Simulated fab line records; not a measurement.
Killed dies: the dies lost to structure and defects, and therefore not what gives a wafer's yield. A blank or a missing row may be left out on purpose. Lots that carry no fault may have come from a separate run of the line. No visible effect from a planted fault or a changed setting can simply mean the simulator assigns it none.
Chamber matching | flow gf180mcu | 4 sister chambers for GF_V3_CMP_26 on cmp-02
The step polishes, stops on SiO2, t overpolish 15 s, target thk 0 nm. 16 wafers are shown with their chamber, then 8 later ones without.

## EACH WAFER AND ITS CHAMBER
wafer  | chamber | motor-current-A (A) | platen-rpm (rpm) | time-to-endpoint-s (s)
L076.1 | 2       | 12.8                | 59.95            | 84.4
L076.4 | 1       | 10.3                | 59.96            | 83.1
L076.5 | 2       | 12.2                | 60.03            | 84.2
L077.2 | 3       | 12.5                | 60.02            | 85.3
L077.3 | 0       | 11.2                | 59.89            | 84.5
L077.5 | 2       | 12.6                | 59.99            | 83.5
L079.2 | 2       | 13.1                | 59.99            | 83.1
L079.3 | 0       | 11.0                | 60.00            | 83.7
L079.5 | 0       | 10.4                | 59.94            | 80.2
L081.1 | 3       | 12.4                | 59.98            | 87.8
L081.3 | 2       | 12.4                | 59.96            | 86.4
L081.5 | 0       | 10.5                | 60.03            | 86.6
L082.1 | 1       | 10.4                | 59.89            | 88.8
L082.2 | 0       | 11.2                | 60.02            | 88.7
L082.3 | 3       | 12.2                | 59.99            | 88.8
L083.2 | 0       | 11.1                | 60.01            | 88.3

SIGNATURES (means of the wafers above)
reading            | chamber 0 | chamber 1 | chamber 2 | chamber 3 | scatter within a chamber
motor-current-A    | 10.900    | 10.350    | 12.620    | 12.367    | 0.314
platen-rpm         | 59.9817   | 59.9250   | 59.9840   | 59.9967   | 0.0431
time-to-endpoint-s | 85.333    | 85.950    | 84.320    | 87.300    | 2.59
Rule: a wafer lies at a distance from a chamber equal to the root of the sum of squares, over the readings, of (its reading less the chamber's mean, divided by the reading's scatter). The wafer belongs to the nearest chamber; if the next one is less than 2 further off, it can't be placed. The scatter is the square root of a quotient: the sum, over the shown wafers, of each reading's squared deviation from its chamber's mean, divided by wafers minus chambers.

## WAFERS WITHOUT THEIR CHAMBER
wafer  | motor-current-A (A) | platen-rpm (rpm) | time-to-endpoint-s (s)
L083.3 | 11.7                | 59.99            | 88.9
L083.4 | 10.0                | 59.90            | 86.7
L086.1 | 11.9                | 60.02            | 87.2
L086.3 | 13.0                | 60.02            | 83.7
L086.5 | 12.5                | 60.02            | 82.9
L092.3 | 10.6                | 59.99            | 87.2
L092.4 | 10.8                | 60.02            | 89.4
L092.6 | 13.2                | 60.01            | 87.9

## THE CHAMBER EACH PASSED THROUGH
wafer  | from the rows above          | in truth
L083.3 | can't be placed: 3 or 0 or 2 | 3
L083.4 | 1                            | 1
L086.1 | can't be placed: 3 or 2 or 0 | 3
L086.3 | can't be placed: 2 or 3      | 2
L086.5 | can't be placed: 2 or 3      | 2
L092.3 | can't be placed: 0 or 1      | 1
L092.4 | can't be placed: 0 or 1      | 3
L092.6 | can't be placed: 2 or 3      | 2
Correct placement for 1 of the 8. Not placeable from these rows: 7 (in 6, the candidates include the true chamber). Wrongly placed: 0.
